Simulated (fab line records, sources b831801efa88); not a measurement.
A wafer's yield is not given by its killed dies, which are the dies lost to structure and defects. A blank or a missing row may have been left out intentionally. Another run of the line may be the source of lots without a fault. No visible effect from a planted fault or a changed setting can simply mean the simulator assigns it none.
What tool caused it?    flow sky130    33 wafers from 11 lots sampled at 2 of the route's 708 steps

## WHAT THE GAUGES SHOWED, per wafer
SKY_NWELL_RS_MEAS_29: measures by four-point-probe.
lot   measured      on             NWELL_RS (ohm/sq)
L345  day 5 21:10   film-metro-04  625.1 626.1 624.8
L352  day 7 23:30   film-metro-04  622.7 622.4 624.3
L353  day 8 01:10   film-metro-01  624.2 624.6 624.1
L354  day 8 11:53   film-metro-01  607.2 606.3 607.1
L355  day 8 12:52   film-metro-01  622.8 624.0 620.3
L356  day 8 22:29   film-metro-02  625.5 627.8 624.9
L357  day 9 02:42   film-metro-02  625.0 624.6 625.3
L358  day 9 02:36   film-metro-01  605.9 604.5 604.2
L364  day 10 12:48  film-metro-04  625.5 622.9 624.9
L365  day 10 19:13  film-metro-04  625.2 624.9 624.3
L366  day 11 03:44  film-metro-04  625.9 624.5 624.2

## WHAT TOOL EACH LOT RAN ON (gives the tool, then ch and the chambers of the sampled wafers, and finally the start)
lot   SKY_NWELL_IMPLANT_13
L345  implanter-04 ch 0, day 5 03:50
L352  implanter-01 ch 0, day 7 02:39
L353  implanter-02 ch 0, day 7 03:57
L354  implanter-02 ch 0, day 7 14:38
L355  implanter-04 ch 0, day 7 15:38
L356  implanter-02 ch 0, day 8 01:24
L357  implanter-02 ch 0, day 8 05:30
L358  implanter-01 ch 0, day 8 04:56
L364  implanter-02 ch 0, day 9 13:22
L365  implanter-02 ch 0, day 9 19:31
L366  implanter-04 ch 0, day 10 03:51
- SKY_NWELL_IMPLANT_13

## THE ANSWER, worked out from the rows above alone
Rule: what is usual is taken from the lots themselves. Put in order of their means at a reading, lots are off if they are a third of the lots or fewer, leave a main group of 4 or more, and stand apart from it by a gap of 3 or more times the standard deviation of the main group's means; of several such gaps the widest counts. A main group whose means are all the same, to the digits that the tables above print for the reading, isn't used. A lot without any number at a reading at which 4 lots or more have one is off too. The other lots that the step has rows for count as sound.
Off: L354, L358, at SKY_NWELL_RS_MEAS_29 (NWELL_RS). Mean 624.5 ohm/sq and standard deviation 1.1 in the main group.
A tool fits if, at a process step before that reading, it ran every lot that is off, and no sound lot after the first of them. Those tools and the gauges at SKY_NWELL_RS_MEAS_29 are tried in the same way. Not one of the candidates tried fits.

## WHAT THE SIMULATOR PUT IN
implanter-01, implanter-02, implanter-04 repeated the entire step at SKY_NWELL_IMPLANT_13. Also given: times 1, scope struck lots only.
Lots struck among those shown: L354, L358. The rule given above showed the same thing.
